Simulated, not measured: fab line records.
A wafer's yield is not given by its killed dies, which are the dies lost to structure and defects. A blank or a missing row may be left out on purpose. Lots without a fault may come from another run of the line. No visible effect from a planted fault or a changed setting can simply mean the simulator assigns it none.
Which tool did it? ; flow sky130 ; 12 lots with 36 wafers sampled at 2 steps, on a route of 708 steps

== WHAT THE GAUGES READ, wafer by wafer ==
SKY_METAL4_CD_MEAS_13: the cd target is 300 nm.
lot;measured;on;cd_nm (nm)
L075;day 41 21:52;cd_sem-01;298.8 299.2 298.3
L077;day 42 14:02;cd_sem-02;304.3 302.3 302.3
L079;day 43 11:02;cd_sem-01;299.2 298.3 298.5
L081;day 43 22:55;cd_sem-01;299.3 299.7 300.5
L083;day 44 01:54;cd_sem-02;298.1 298.4 297.8
L085;day 44 13:23;cd_sem-02;300.8 300.0 300.9
L087;day 45 01:33;cd_sem-02;298.8 298.5 299.6
L089;day 45 13:44;cd_sem-02;300.4 300.2 302.1
L092;day 46 21:56;cd_sem-02;297.6 299.0 298.6
L093;day 46 23:23;cd_sem-02;300.3 299.9 300.8
L095;day 47 07:23;cd_sem-02;302.7 301.3 301.1
L097;day 47 15:43;cd_sem-02;298.7 298.0 298.9

== WHAT TOOL EACH LOT RAN ON (gives the tool, then ch and the chambers of the sampled wafers, and finally the start) ==
lot;SKY_METAL3_SPUTTER_02
L075;pvd_sputter-03, day 36 11:47
L077;pvd_sputter-04, day 37 04:32
L079;pvd_sputter-03, day 38 05:30
L081;pvd_sputter-01, day 38 18:06
L083;pvd_sputter-04, day 38 21:33
L085;pvd_sputter-04, day 39 10:51
L087;pvd_sputter-03, day 40 01:39
L089;pvd_sputter-01, day 40 15:32
L092;pvd_sputter-01, day 42 03:46
L093;pvd_sputter-04, day 42 05:19
L095;pvd_sputter-04, day 42 12:44
L097;pvd_sputter-04, day 42 23:07
- SKY_METAL3_SPUTTER_02: material AlCu, target thk 735 nm, time 39.1 s.

== THE ANSWER, worked out from the rows above alone ==
Rule: usual is defined by the lots themselves. Put in order of their means at a reading, lots are off if they are a third of the lots or fewer, leave a main group of 4 or more, and stand apart from it by a gap of 3 or more times the standard deviation of the main group's means; of several such gaps the widest counts. A main group whose means are all the same, to the digits that the tables above print for the reading, isn't used. Also off: a lot with no number at a reading for which 4 or more lots have one. All remaining lots with rows at the step are treated as sound.
None of the lots is off at any reading shown; this tells nothing.

== WHAT THE SIMULATOR HAD PUT IN ==
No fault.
